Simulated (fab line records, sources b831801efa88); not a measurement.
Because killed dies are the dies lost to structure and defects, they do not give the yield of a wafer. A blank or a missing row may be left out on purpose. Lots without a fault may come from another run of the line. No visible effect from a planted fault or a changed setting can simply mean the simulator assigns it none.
Which of the tools did it? -- flow sky130 -- Sampling: 14 lots, 42 wafers, 5 of 708 route steps

== WHAT THE GAUGES SHOWED, per wafer ==
SKY_NWELL_OVL_MEAS_10.
lot,measured,on,NWELL_00_OVL (nm)
L337,day 4 15:41,overlay-02,-1.1 -0.5 0.4
L341,day 5 15:31,overlay-01,0.1 0.2 0.2
L342,day 5 20:38,overlay-02,-2.4 -2.0 -2.4
L343,day 6 00:59,overlay-01,-0.2 1.1 0.5
L344,day 6 08:23,overlay-02,-2.9 -1.1 -0.8
L345,day 6 14:22,overlay-02,-1.2 -1.6 -2.0
L347,day 6 23:36,overlay-01,1.2 -1.1 -0.4
L348,day 7 05:44,overlay-01,0.4 1.2 0.1
L350,day 7 17:20,overlay-01,-0.3 - -
L353,day 8 09:59,overlay-02,-0.7 - -
L356,day 9 03:56,overlay-02,-3.8 -2.3 -2.5
L357,day 9 09:34,overlay-02,0.2 -0.3 -0.6
L358,day 9 17:10,overlay-02,-0.4 -0.6 0.2
L359,day 9 21:56,overlay-02,0.2 -1.5 -0.4

SKY_VT_ADJUST_HVTR_CD_MEAS_07 targets a cd of 380 nm.
lot,measured,on,cd-nm (nm)
L337,day 9 15:34,cd-sem-02,382.0 381.4 383.1
L341,day 11 02:38,cd-sem-01,374.4 374.5 376.1
L342,day 11 03:35,cd-sem-01,381.7 378.5 380.8
L343,day 11 09:08,cd-sem-02,378.6 375.5 375.5
L344,day 11 17:01,cd-sem-02,377.8 375.5 379.1
L345,day 12 00:58,cd-sem-01,374.2 375.3 374.2
L347,day 12 13:12,cd-sem-02,379.7 378.4 379.3
L348,day 12 19:44,cd-sem-01,381.1 380.1 381.7
L350,day 13 09:51,cd-sem-01,375.5 378.6 376.5
L353,day 14 05:11,cd-sem-02,381.6 381.3 381.3
L356,day 15 03:07,cd-sem-01,380.7 381.4 379.0
L357,day 15 09:52,cd-sem-01,380.5 382.6 379.6
L358,day 15 18:56,cd-sem-02,375.1 376.3 376.4
L359,day 16 00:47,cd-sem-01,375.4 377.4 378.0

SKY_SONOS_ONO_CD_MEAS_13 targets a cd of 410 nm.
lot,measured,on,cd-nm (nm)
L337,day 12 21:16,cd-sem-01,407.4 409.0 405.6
L341,day 14 14:55,cd-sem-02,414.8 415.3 415.2
L342,day 14 15:13,cd-sem-01,410.7 413.1 408.6
L343,day 14 23:59,cd-sem-01,407.0 405.4 404.1
L344,day 15 00:20,cd-sem-01,409.5 412.3 409.6
L345,day 15 10:45,cd-sem-02,410.3 408.2 409.2
L347,day 16 03:54,cd-sem-01,410.0 410.1 410.2
L348,day 16 12:55,cd-sem-01,413.0 411.4 409.9
L350,day 16 20:44,cd-sem-02,413.8 412.3 412.5
L353,day 17 20:47,cd-sem-01,408.3 409.5 409.5
L356,day 18 20:37,cd-sem-02,409.9 410.5 409.6
L357,day 19 04:35,cd-sem-02,411.2 413.3 413.6
L358,day 19 18:07,cd-sem-02,405.8 404.9 405.6
L359,day 19 21:29,cd-sem-02,407.3 406.8 408.7

== WHICH TOOL RAN EACH LOT (tool, then ch and the chambers of the sampled wafers, then the start) ==
lot,SKY_NWELL_DEVELOP_09,SKY_NWELL_RTA_28
L337,"litho-track-04 ch 0, day 4 15:00","rtp-anneal-02 ch 0, day 5 10:38"
L341,"litho-track-02 ch 0, day 5 15:00","rtp-anneal-02 ch 0, day 6 10:41"
L342,"litho-track-04 ch 0, day 5 20:00","rtp-anneal-01 ch 0, day 6 16:50"
L343,"litho-track-04 ch 0, day 6 00:00","rtp-anneal-02 ch 0, day 6 21:15"
L344,"litho-track-01 ch 0, day 6 08:00","rtp-anneal-01 ch 0, day 7 04:29"
L345,"litho-track-02 ch 0, day 6 14:00","rtp-anneal-02 ch 0, day 7 10:14"
L347,"litho-track-04 ch 0, day 6 23:00","rtp-anneal-02 ch 0, day 7 20:29"
L348,"litho-track-01 ch 0, day 7 05:00","rtp-anneal-01 ch 0, day 8 02:29"
L350,"litho-track-01 ch 0, day 7 17:00","rtp-anneal-01 ch 0, day 8 14:28"
L353,"litho-track-01 ch 0, day 8 09:00","rtp-anneal-01 ch 0, day 9 07:37"
L356,"litho-track-04 ch 0, day 9 03:00","rtp-anneal-01 ch 0, day 10 02:32"
L357,"litho-track-02 ch 0, day 9 09:00","rtp-anneal-02 ch 0, day 10 08:19"
L358,"litho-track-02 ch 0, day 9 17:00","rtp-anneal-02 ch 0, day 10 16:34"
L359,"litho-track-04 ch 0, day 9 21:00","rtp-anneal-01 ch 0, day 10 21:25"
- SKY_NWELL_DEVELOP_09: develop time 60 s.
- SKY_NWELL_RTA_28: time 30 s.

== WHAT THE TOOLS THEMSELVES READ (means of the sampled wafers that have a number; where no wafer has one, the mark that the record gives instead) ==
SKY_NWELL_DEVELOP_09.
lot,tool,developer-temp-C (C)
L337,litho-track-04,22.97
L341,litho-track-02,23.03
L342,litho-track-04,23.01
L343,litho-track-04,22.91
L344,litho-track-01,23.01
L345,litho-track-02,23.01
L347,litho-track-04,23.09
L348,litho-track-01,22.87
L350,litho-track-01,23.14
L353,litho-track-01,23.07
L356,litho-track-04,23.01
L357,litho-track-02,22.91
L358,litho-track-02,23.13
L359,litho-track-04,23.03

SKY_NWELL_RTA_28.
lot,tool,lamp-power-pct (%),wafer_temp_C_max
L337,rtp-anneal-02,25.32,1054.5
L341,rtp-anneal-02,25.33,1053.9
L342,rtp-anneal-01,25.33,1054.8
L343,rtp-anneal-02,25.37,1055.1
L344,rtp-anneal-01,25.32,1055.1
L345,rtp-anneal-02,25.33,1055.7
L347,rtp-anneal-02,25.32,1055.2
L348,rtp-anneal-01,25.30,1055.5
L350,rtp-anneal-01,25.33,1055.2
L353,rtp-anneal-01,25.35,1055.3
L356,rtp-anneal-01,25.31,1055.5
L357,rtp-anneal-02,25.30,1055.4
L358,rtp-anneal-02,25.27,1054.3
L359,rtp-anneal-01,25.35,1056.0

== THE ANSWER, worked out from the rows above alone ==
Rule: the usual values come from the lots themselves. The widest of any qualifying gaps counts: lots, ordered by their means at a reading, are off when they make up no more than a third of the lots, leave a main group of 4 or more, and stand apart from it by 3 or more times the standard deviation of that group's means. A main group whose means are all the same, to the digits that the tables above print for the reading, isn't used. A lot without any number at a reading at which 4 lots or more have one is off too. Where the step has rows for the other lots, those lots are counted as sound. The gauges are gone through in route order, then the tools' own readings, and for those a lot's mean is taken as printed above. At the first step where some lot is off, the reading lying furthest off is the one used; lots without a number count as furthest.
Nothing can be told from this: no lot is off at any reading shown.

== WHAT THE SIMULATOR PUT IN ==
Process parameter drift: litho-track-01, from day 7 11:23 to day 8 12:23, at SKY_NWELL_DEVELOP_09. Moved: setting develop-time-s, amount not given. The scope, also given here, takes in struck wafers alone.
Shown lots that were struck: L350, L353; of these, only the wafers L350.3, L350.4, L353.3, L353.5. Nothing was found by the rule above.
